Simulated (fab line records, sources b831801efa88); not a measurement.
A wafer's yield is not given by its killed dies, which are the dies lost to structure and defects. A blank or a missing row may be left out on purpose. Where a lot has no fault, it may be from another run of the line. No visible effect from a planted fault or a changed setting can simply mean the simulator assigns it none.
Which tool was responsible? :: flow sky130 :: 33 wafers from 11 lots sampled at 3 of the route's 708 steps

## WHAT THE GAUGES READ, wafer by wafer
SKY_VIA3_THK_MEAS_23: measures by xrf. Usual: VIA3_W_THK 398 nm, standard deviation 7.7.
lot: L385
measured: day 39 06:13
on: filmMetro-04
VIA3_W_THK (nm): 400 394 402
flag: 

lot: L386
measured: day 39 09:25
on: filmMetro-01
VIA3_W_THK (nm): 399 402 400
flag: 

lot: L387
measured: day 39 19:22
on: filmMetro-02
VIA3_W_THK (nm): 396 407 405
flag: 

lot: L389
measured: day 40 09:03
on: filmMetro-01
VIA3_W_THK (nm): 405 409 400
flag: 

lot: L391
measured: day 41 10:22
on: filmMetro-02
VIA3_W_THK (nm): 401 405 395
flag: 

lot: L395
measured: day 42 17:29
on: filmMetro-02
VIA3_W_THK (nm): 391 392 397
flag: 

lot: L397
measured: day 42 22:36
on: filmMetro-01
VIA3_W_THK (nm): 394 395 386
flag: 

lot: L400
measured: day 43 20:58
on: filmMetro-02
VIA3_W_THK (nm): 410 410 410
flag: 

lot: L402
measured: day 44 08:07
on: filmMetro-01
VIA3_W_THK (nm): 405 412 406
flag: 

lot: L404
measured: day 46 08:47
on: filmMetro-02
VIA3_W_THK (nm): 396 385 393
flag: 

lot: L405
measured: day 46 11:17
on: filmMetro-04
VIA3_W_THK (nm): 395 393 385
flag: 

SKY_CAP2M_OVL_MEAS_12. Usual: CAP2M_OVL -1.1 nm, standard deviation 1.5.
lot: L385
measured: day 40 08:07
on: overlay-02
CAP2M_OVL (nm): -0.2 -1.3 1.4
flag: 

lot: L386
measured: day 40 10:44
on: overlay-02
CAP2M_OVL (nm): 0.9 1.2 -1.5
flag: 

lot: L387
measured: day 40 19:34
on: overlay-02
CAP2M_OVL (nm): -2.8 -1.1 -1.2
flag: 

lot: L389
measured: day 41 10:35
on: overlay-01
CAP2M_OVL (nm): -3.2 -0.8 -1.9
flag: 

lot: L391
measured: day 42 11:01
on: overlay-02
CAP2M_OVL (nm): 0.0 0.0 -0.1
flag: 

lot: L395
measured: day 43 17:22
on: overlay-02
CAP2M_OVL (nm): 1.6 -2.2 0.5
flag: 

lot: L397
measured: day 43 22:13
on: overlay-01
CAP2M_OVL (nm): -2.1 -1.0 -1.6
flag: 

lot: L400
measured: day 44 18:34
on: overlay-01
CAP2M_OVL (nm): -2.0 -0.9 1.1
flag: 

lot: L402
measured: day 45 07:04
on: overlay-02
CAP2M_OVL (nm): -3.0 -3.5 -1.3
flag: 

lot: L404
measured: day 47 05:13
on: overlay-01
CAP2M_OVL (nm): -3.0 -2.2 -0.3
flag: 

lot: L405
measured: day 47 07:28
on: overlay-01
CAP2M_OVL (nm): 1.0 -0.8 -3.4
flag: 

## EACH LOT AND THE TOOL THAT RAN IT (in order: tool; ch and the chambers of the sampled wafers; start)
lot: L385
SKY_METAL4_SPUTTER_03: pvdSputter-01, day 39 06:39

lot: L386
SKY_METAL4_SPUTTER_03: pvdSputter-03, day 39 09:50

lot: L387
SKY_METAL4_SPUTTER_03: pvdSputter-01, day 39 19:48

lot: L389
SKY_METAL4_SPUTTER_03: pvdSputter-04, day 40 09:53

lot: L391
SKY_METAL4_SPUTTER_03: pvdSputter-01, day 41 10:49

lot: L395
SKY_METAL4_SPUTTER_03: pvdSputter-03, day 42 17:56

lot: L397
SKY_METAL4_SPUTTER_03: pvdSputter-03, day 42 23:02

lot: L400
SKY_METAL4_SPUTTER_03: pvdSputter-01, day 43 21:25

lot: L402
SKY_METAL4_SPUTTER_03: pvdSputter-04, day 44 09:23

lot: L404
SKY_METAL4_SPUTTER_03: pvdSputter-01, day 46 09:16

lot: L405
SKY_METAL4_SPUTTER_03: pvdSputter-03, day 46 11:44
- SKY_METAL4_SPUTTER_03: material Ti, target thk 5 nm, time 3.3 s.

## WHAT THE TOOLS THEMSELVES READ (means of the sampled wafers that have a number; where no wafer has one, the mark that the record gives instead)
SKY_METAL4_SPUTTER_03. Usual: chamberPressurePa 0.4000 Pa, standard deviation 0.00085; throttleValvePct 30.7 %, standard deviation 0.99.
lot: L385
tool: pvdSputter-01
chamberPressurePa (Pa): 0.3999
throttleValvePct (%): 30.7
flag: 

lot: L386
tool: pvdSputter-03
chamberPressurePa (Pa): 0.4002
throttleValvePct (%): 30.1
flag: 

lot: L387
tool: pvdSputter-01
chamberPressurePa (Pa): 0.4003
throttleValvePct (%): 30.9
flag: 

lot: L389
tool: pvdSputter-04
chamberPressurePa (Pa): 0.4003
throttleValvePct (%): 30.7
flag: 

lot: L391
tool: pvdSputter-01
chamberPressurePa (Pa): 0.4007
throttleValvePct (%): 30.8
flag: 

lot: L395
tool: pvdSputter-03
chamberPressurePa (Pa): 0.3997
throttleValvePct (%): 30.0
flag: 

lot: L397
tool: pvdSputter-03
chamberPressurePa (Pa): 0.4002
throttleValvePct (%): 30.1
flag: 

lot: L400
tool: pvdSputter-01
chamberPressurePa (Pa): 0.4003
throttleValvePct (%): 30.8
flag: 

lot: L402
tool: pvdSputter-04
chamberPressurePa (Pa): 0.3994
throttleValvePct (%): 31.4
flag: 

lot: L404
tool: pvdSputter-01
chamberPressurePa (Pa): 0.3984
throttleValvePct (%): 31.1
flag: 

lot: L405
tool: pvdSputter-03
chamberPressurePa (Pa): 0.3994
throttleValvePct (%): 30.0
flag: 

## THE ANSWER, worked out from the rows above alone
Rule: lot off if the mean of its wafers having a number is beyond 3 standard deviations from the usual mean. A lot without any number at a reading at which 4 lots or more have one is off too. Where the step has rows for the other lots, those lots are counted as sound. The gauges are gone through in route order, then the tools' own readings, and for those a lot's mean is taken as printed above. At the first step where some lot is off, the reading lying furthest off is the one used; lots without a number count as furthest.
No lot is off on any of the readings shown, so nothing can be concluded from this.

## WHAT THE SIMULATOR PUT IN
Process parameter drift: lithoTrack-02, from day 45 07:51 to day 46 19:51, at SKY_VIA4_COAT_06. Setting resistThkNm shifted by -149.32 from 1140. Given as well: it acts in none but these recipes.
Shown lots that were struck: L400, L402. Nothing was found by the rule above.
